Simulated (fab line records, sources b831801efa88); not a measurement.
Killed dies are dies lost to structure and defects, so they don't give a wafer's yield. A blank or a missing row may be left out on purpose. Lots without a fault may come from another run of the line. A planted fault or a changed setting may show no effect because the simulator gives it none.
A struck lot beside a sound one | flow sky130 | 17 steps out of a route of 708
Sound: wafers L960.2, L960.3, L960.4. Struck: wafers L967.2, L967.5, L967.6. The cause comes at the end.
At each step with rows: each side's tool, then ch and its chambers, then its first start. Under that, the readings that differ: sound wafers | struck wafers | difference of the means | sigmas: that difference in standard deviations of wafers without a fault.
alike: readings whose means differ by less than 2 such deviations, and words and numbers that are the same on both sides. not compared: withheld readings, readings that some wafer has no value for, bounds like >300 that may hide the same value, and numbers for which the record gives no deviation and whose values overlap.
The two part at a step that has a row with sigmas, a row that says differs or no value, or rows on one side only. Numbers that don't overlap but have no deviation are shown without sigmas and don't part them. A reading that every wafer of one side lacks parts them only if that side has two wafers or more.

SKY_METAL2_THK_MEAS_06: measures by xrf.
  sound on film_metro-02, day 39 04:30; struck on film_metro-03, day 41 00:05
  alike: METAL2_ALCU_THK
then, 8 steps without rows for these wafers: SKY_METAL2_DEHYDRATE_07 (time 60 s); SKY_METAL2_HMDS_08 (prime time 60 s); SKY_METAL2_COAT_09 (resist thk 60 nm); SKY_METAL2_COAT_10 (resist thk 450 nm); SKY_METAL2_SOFTBAKE_11 (time 90 s); SKY_METAL2_EXPOSE_12 (exposes mask MM2, target cd 140 nm); SKY_METAL2_PEB_13; SKY_METAL2_DEVELOP_14 (develop time 60 s).
SKY_METAL2_CD_MEAS_15: target cd 140 nm.
  sound on cd_sem-02, day 40 05:40; struck on cd_sem-01, day 42 00:10
  alike: cd_nm
SKY_METAL2_OVL_MEAS_16:
  sound on overlay-01, day 40 05:47; struck on overlay-02, day 42 00:16
  alike: METAL2_OVL
SKY_METAL2_DESCUM_17: chemistry O2, time 8 s.
  sound on rie_metal-02 ch 0,1, day 40 05:49; struck on rie_metal-02 ch 0,1, day 42 00:18
  alike: drypump_motor_current_A, oes_product_au
  not compared: rf_hours_counter_h
SKY_METAL2_ETCH_18: etches BARC in N2/H2, stops on SiO2, time 45.9 s, target depth 60 nm.
  sound on rie_metal-02 ch 0,1, day 40 05:50; struck on rie_metal-02 ch 0,1, day 42 00:20
  reading                                       | sound             | struck            | difference | sigmas
  model.KrF-thick_of_METAL2_COAT_10.thk_nm (nm) | 393.4 393.6 394.5 | 370.8 369.1 368.6 | -24.3      |
  model.METAL2.cd_nm (nm)                       | 138.5 139.7 140.3 | 132.4 133 132.5   | -6.9       |
  alike: drypump_motor_current_A, oes_product_au, throttle_valve_pct
  not compared: rf_hours_counter_h
SKY_METAL2_METAL_ETCH_19: etches the open film in Cl2/BCl3, stops on SiO2, target depth 360 nm, time 78 s.
  sound on rie_metal-02 ch 0,1, day 40 05:54; struck on rie_metal-02 ch 0,1, day 42 00:23
  reading                                       | sound             | struck            | difference | sigmas
  model.KrF-thick_of_METAL2_COAT_10.thk_nm (nm) | 158.5 157.8 164.2 | 135.4 138.1 133.4 | -24.5      |
  model.METAL2.cd_nm (nm)                       | 139 139.9 143.7   | 131 136.8 132.7   | -7         |
  alike: drypump_motor_current_A, oes_product_au, throttle_valve_pct
  not compared: rf_hours_counter_h
SKY_METAL2_STRIP_20: strips in O2/N2.
  sound on plasma_asher-01 ch 0,1, day 40 05:59; struck on plasma_asher-04 ch 0,1, day 42 00:29
  reading                      | sound          | struck         | difference | sigmas
  strip_time_to_endpoint_s (s) | 2.70 2.70 2.76 | 2.43 2.47 2.41 | -0.28      | -7
  alike: drypump_motor_current_A, oes_product_au
  not compared: rf_hours_counter_h
then, 1 step without rows for these wafers: SKY_METAL2_STRIP_21 (strips in post etch residue remover, time 1200 s).
-- the record jumps here: 9 days lie between the struck wafers' starts before and after (it left off in module METAL2 and takes up again in module PAD_OPEN, whose first step shown is number 708 of the route) --
SKY_PAD_OPEN_PROBE_99:
  sound on prober-01, day 49 20:40; struck on prober-01, day 51 00:05
  alike: defect_limited_yield, killed_at_M0_to_M3, killed_at_M4_up, killed_at_contacts, killed_at_front_end, killed_at_other, killed_dies, killed_open, killed_short, sort_bin_3_pad_short, sort_bin_5_function, sort_bin_6_memory, sort_n_pass, sort_yield_pct

WHERE THEY PART
Only at SKY_METAL2_STRIP_20, within this record. Later steps at which nothing parts them and some readings are alike: SKY_PAD_OPEN_PROBE_99.

WHY: what the simulator had put in
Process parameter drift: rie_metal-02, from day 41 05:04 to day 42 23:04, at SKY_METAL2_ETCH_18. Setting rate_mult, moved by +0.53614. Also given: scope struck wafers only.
